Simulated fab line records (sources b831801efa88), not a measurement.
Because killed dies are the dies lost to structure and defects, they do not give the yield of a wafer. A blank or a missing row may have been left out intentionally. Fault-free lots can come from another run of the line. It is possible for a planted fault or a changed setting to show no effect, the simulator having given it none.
Which tool is to blame? :: flow gf180mcu :: 11 lots, 33 wafers sampled, at 4 steps of a route of 602

## WHAT THE GAUGES SHOWED, per wafer
GF_V1_THK_MEAS_03.
lot: L886
measured: day 17 05:49
on: film-metro-02
V1_CVD_02_THK (nm): 845 859 872

lot: L887
measured: day 17 09:43
on: film-metro-02
V1_CVD_02_THK (nm): 830 829 843

lot: L888
measured: day 18 00:43
on: film-metro-01
V1_CVD_02_THK (nm): 857 844 862

lot: L889
measured: day 18 12:09
on: film-metro-02
V1_CVD_02_THK (nm): 828 869 849

lot: L890
measured: day 18 18:22
on: film-metro-04
V1_CVD_02_THK (nm): 856 836 874

lot: L893
measured: day 19 20:00
on: film-metro-04
V1_CVD_02_THK (nm): 843 866 841

lot: L894
measured: day 20 06:14
on: film-metro-01
V1_CVD_02_THK (nm): 851 853 867

lot: L895
measured: day 21 02:35
on: film-metro-02
V1_CVD_02_THK (nm): 851 856 863

lot: L900
measured: day 22 09:05
on: film-metro-01
V1_CVD_02_THK (nm): 927 857 938

lot: L903
measured: day 23 12:39
on: film-metro-01
V1_CVD_02_THK (nm): 933 854 946

lot: L907
measured: day 24 10:16
on: film-metro-02
V1_CVD_02_THK (nm): 863 862 852

## WHAT TOOL EACH LOT RAN ON (gives the tool, then ch and the chambers of the sampled wafers, and finally the start)
lot: L886
GF_SALICIDE_RTA_08: rtp-anneal-01 ch 0, day 15 05:26
GF_CONTACT_ETCH_16: rie-diel-04 ch 0,2,3, day 16 04:29
GF_V1_CVD_02: pecvd-04 ch 1,2, day 17 05:44

lot: L887
GF_SALICIDE_RTA_08: rtp-anneal-01 ch 0, day 15 10:34
GF_CONTACT_ETCH_16: rie-diel-01 ch 0,1, day 16 09:20
GF_V1_CVD_02: pecvd-02 ch 0,2, day 17 09:38

lot: L888
GF_SALICIDE_RTA_08: rtp-anneal-01 ch 0, day 15 23:46
GF_CONTACT_ETCH_16: rie-diel-03 ch 2,3, day 16 23:35
GF_V1_CVD_02: pecvd-03 ch 0,2, day 18 00:37

lot: L889
GF_SALICIDE_RTA_08: rtp-anneal-02 ch 0, day 16 11:05
GF_CONTACT_ETCH_16: rie-diel-03 ch 0,3, day 17 10:37
GF_V1_CVD_02: pecvd-02 ch 0,1,2, day 18 12:04

lot: L890
GF_SALICIDE_RTA_08: rtp-anneal-02 ch 0, day 16 16:15
GF_CONTACT_ETCH_16: rie-diel-04 ch 1,3, day 17 15:40
GF_V1_CVD_02: pecvd-04 ch 1,2, day 18 18:18

lot: L893
GF_SALICIDE_RTA_08: rtp-anneal-02 ch 0, day 17 16:05
GF_CONTACT_ETCH_16: rie-diel-01 ch 0,1,2, day 18 17:15
GF_V1_CVD_02: pecvd-02 ch 0,1,2, day 19 19:56

lot: L894
GF_SALICIDE_RTA_08: rtp-anneal-01 ch 0, day 18 02:22
GF_CONTACT_ETCH_16: rie-diel-01 ch 0,1,2, day 19 03:17
GF_V1_CVD_02: pecvd-03 ch 0,2, day 20 06:10

lot: L895
GF_SALICIDE_RTA_08: rtp-anneal-02 ch 0, day 18 21:59
GF_CONTACT_ETCH_16: rie-diel-04 ch 0,1, day 19 23:32
GF_V1_CVD_02: pecvd-04 ch 0,2, day 21 02:31

lot: L900
GF_SALICIDE_RTA_08: rtp-anneal-02 ch 0, day 20 05:24
GF_CONTACT_ETCH_16: rie-diel-04 ch 0,1,3, day 21 06:15
GF_V1_CVD_02: pecvd-03 ch 1,2, day 22 09:01

lot: L903
GF_SALICIDE_RTA_08: rtp-anneal-01 ch 0, day 21 11:15
GF_CONTACT_ETCH_16: rie-diel-03 ch 0,3, day 22 11:39
GF_V1_CVD_02: pecvd-03 ch 0,2, day 23 12:34

lot: L907
GF_SALICIDE_RTA_08: rtp-anneal-02 ch 0, day 22 09:47
GF_CONTACT_ETCH_16: rie-diel-04 ch 0,1, day 23 09:21
GF_V1_CVD_02: pecvd-04 ch 0,1,2, day 24 10:10
- GF_SALICIDE_RTA_08: time 30 s.
- GF_CONTACT_ETCH_16: etches BARC in N2/H2.
- GF_V1_CVD_02: deposits SiO2 from TEOS, target thk 850 nm, time 94.851 s.

## THE ANSWER, worked out from the rows above alone
Rule: usual is defined by the lots themselves. Put in order of their means at a reading, lots are off if they are a third of the lots or fewer, leave a main group of 4 or more, and stand apart from it by a gap of 3 or more times the standard deviation of the main group's means; of several such gaps the widest counts. A main group whose means are all the same, to the digits that the tables above print for the reading, isn't used. Also off: a lot with no number at a reading for which 4 or more lots have one. Any other lot the step has rows for is counted as sound.
Off: at GF_V1_THK_MEAS_03 (V1_CVD_02_THK), L900, L903. Main group: mean 853 nm, sd 7.4.
A tool fits if, at a process step before that reading, it ran every lot that is off, and no sound lot after the first of them. Those tools and the gauges at GF_V1_THK_MEAS_03 are tried in the same way. 2 tools fit, pecvd-03 at GF_V1_CVD_02 and film-metro-01 at GF_V1_THK_MEAS_03, so this cannot tell which one it is.

## WHAT WAS PUT IN BY THE SIMULATOR
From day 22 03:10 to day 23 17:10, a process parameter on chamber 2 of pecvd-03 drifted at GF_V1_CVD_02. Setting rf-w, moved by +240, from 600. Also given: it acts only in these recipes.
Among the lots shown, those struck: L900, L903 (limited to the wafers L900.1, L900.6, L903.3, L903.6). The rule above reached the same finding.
